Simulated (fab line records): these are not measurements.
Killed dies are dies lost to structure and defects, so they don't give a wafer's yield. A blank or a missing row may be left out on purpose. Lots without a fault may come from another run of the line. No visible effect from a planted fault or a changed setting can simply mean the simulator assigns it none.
What tool caused it? / flow gf180mcu / 14 lots, 42 wafers sampled, at 2 steps of a route of 602

## WHAT THE GAUGES SHOWED, per wafer
GF_STI_THK_MEAS_22.
lot=L912; measured=day 2 03:32; on=film-metro-01; STI_OXIDATION_01_THK (nm)=16.2 16.3 16.2
lot=L913; measured=day 2 08:16; on=film-metro-01; STI_OXIDATION_01_THK (nm)=16.1 15.8 15.8
lot=L916; measured=day 2 23:38; on=film-metro-01; STI_OXIDATION_01_THK (nm)=15.5 15.7 15.9
lot=L917; measured=day 3 06:28; on=film-metro-02; STI_OXIDATION_01_THK (nm)=16.3 16.2 16.1
lot=L919; measured=day 3 15:03; on=film-metro-01; STI_OXIDATION_01_THK (nm)=16.2 16.2 16.1
lot=L920; measured=day 3 20:53; on=film-metro-02; STI_OXIDATION_01_THK (nm)=16.2 16.1 16.1
lot=L925; measured=day 4 23:26; on=film-metro-01; STI_OXIDATION_01_THK (nm)=16.1 16.0 15.9
lot=L927; measured=day 5 09:53; on=film-metro-01; STI_OXIDATION_01_THK (nm)=15.8 15.9 16.0
lot=L929; measured=day 5 19:19; on=film-metro-03; STI_OXIDATION_01_THK (nm)=16.2 16.3 16.2
lot=L930; measured=day 5 23:43; on=film-metro-02; STI_OXIDATION_01_THK (nm)=15.5 15.7 15.8
lot=L931; measured=day 6 04:53; on=film-metro-03; STI_OXIDATION_01_THK (nm)=15.7 15.5 15.4
lot=L933; measured=day 6 16:41; on=film-metro-03; STI_OXIDATION_01_THK (nm)=15.9 15.8 15.8
lot=L934; measured=day 6 22:04; on=film-metro-03; STI_OXIDATION_01_THK (nm)=16.2 16.1 16.1
lot=L935; measured=day 7 01:25; on=film-metro-01; STI_OXIDATION_01_THK (nm)=15.8 15.7 15.8

GF_MVPSD_OVL_MEAS_07.
lot=L912; measured=day 5 01:29; on=overlay-01; MVPSD_OVL (nm)=-0.5 -1.6 -1.0
lot=L913; measured=day 5 05:38; on=overlay-02; MVPSD_OVL (nm)=-0.8 -1.3 1.0
lot=L916; measured=day 6 01:08; on=overlay-02; MVPSD_OVL (nm)=2.4 2.2 3.2
lot=L917; measured=day 6 08:26; on=overlay-01; MVPSD_OVL (nm)=0.3 0.3 1.8
lot=L919; measured=day 6 18:11; on=overlay-02; MVPSD_OVL (nm)=-0.9 -1.0 -1.2
lot=L920; measured=day 7 02:27; on=overlay-01; MVPSD_OVL (nm)=1.6 1.9 1.9
lot=L925; measured=day 8 07:59; on=overlay-02; MVPSD_OVL (nm)=-0.2 -0.2 -0.1
lot=L927; measured=day 8 19:37; on=overlay-02; MVPSD_OVL (nm)=-2.7 -2.1 -2.1
lot=L929; measured=day 9 06:59; on=overlay-02; MVPSD_OVL (nm)=1.4 0.5 1.1
lot=L930; measured=day 9 12:01; on=overlay-01; MVPSD_OVL (nm)=0.3 0.0 0.7
lot=L931; measured=day 9 19:23; on=overlay-01; MVPSD_OVL (nm)=1.1 2.0 0.0
lot=L933; measured=day 10 07:41; on=overlay-01; MVPSD_OVL (nm)=0.1 -1.1 1.2
lot=L934; measured=day 10 15:36; on=overlay-02; MVPSD_OVL (nm)=-1.3 -0.6 -0.2
lot=L935; measured=day 10 16:56; on=overlay-02; MVPSD_OVL (nm)=-2.1 -0.8 -0.1

## EACH LOT AND THE TOOL THAT RAN IT (in order: tool; ch and the chambers of the sampled wafers; start)
Record: no process step prior to these readings.

## AS READ BY THE TOOLS THEMSELVES (means over the sampled wafers that have a number; for cases with no such wafer, the mark the record gives instead)
The record holds no such reading with a usual standard deviation.

## THE ANSWER, worked out from the rows above alone
Rule: the usual values come from the lots themselves. Put in order of their means at a reading, lots are off if they are a third of the lots or fewer, leave a main group of 4 or more, and stand apart from it by a gap of 3 or more times the standard deviation of the main group's means; of several such gaps the widest counts. Not used: any main group whose means are identical at the precision the tables above print for the reading. Also off: a lot with no number at a reading for which 4 or more lots have one. The other lots that the step has rows for count as sound. After the gauges, taken in route order, come the tools' own readings; for these a lot's mean is taken, as printed above. The first step at which some lot is off is used, and at that step the reading that is off furthest; a lot without a number counts as furthest.
Across all readings shown, no lot is off: no conclusion can be drawn from this.

## WHAT THE SIMULATOR HAD PUT IN
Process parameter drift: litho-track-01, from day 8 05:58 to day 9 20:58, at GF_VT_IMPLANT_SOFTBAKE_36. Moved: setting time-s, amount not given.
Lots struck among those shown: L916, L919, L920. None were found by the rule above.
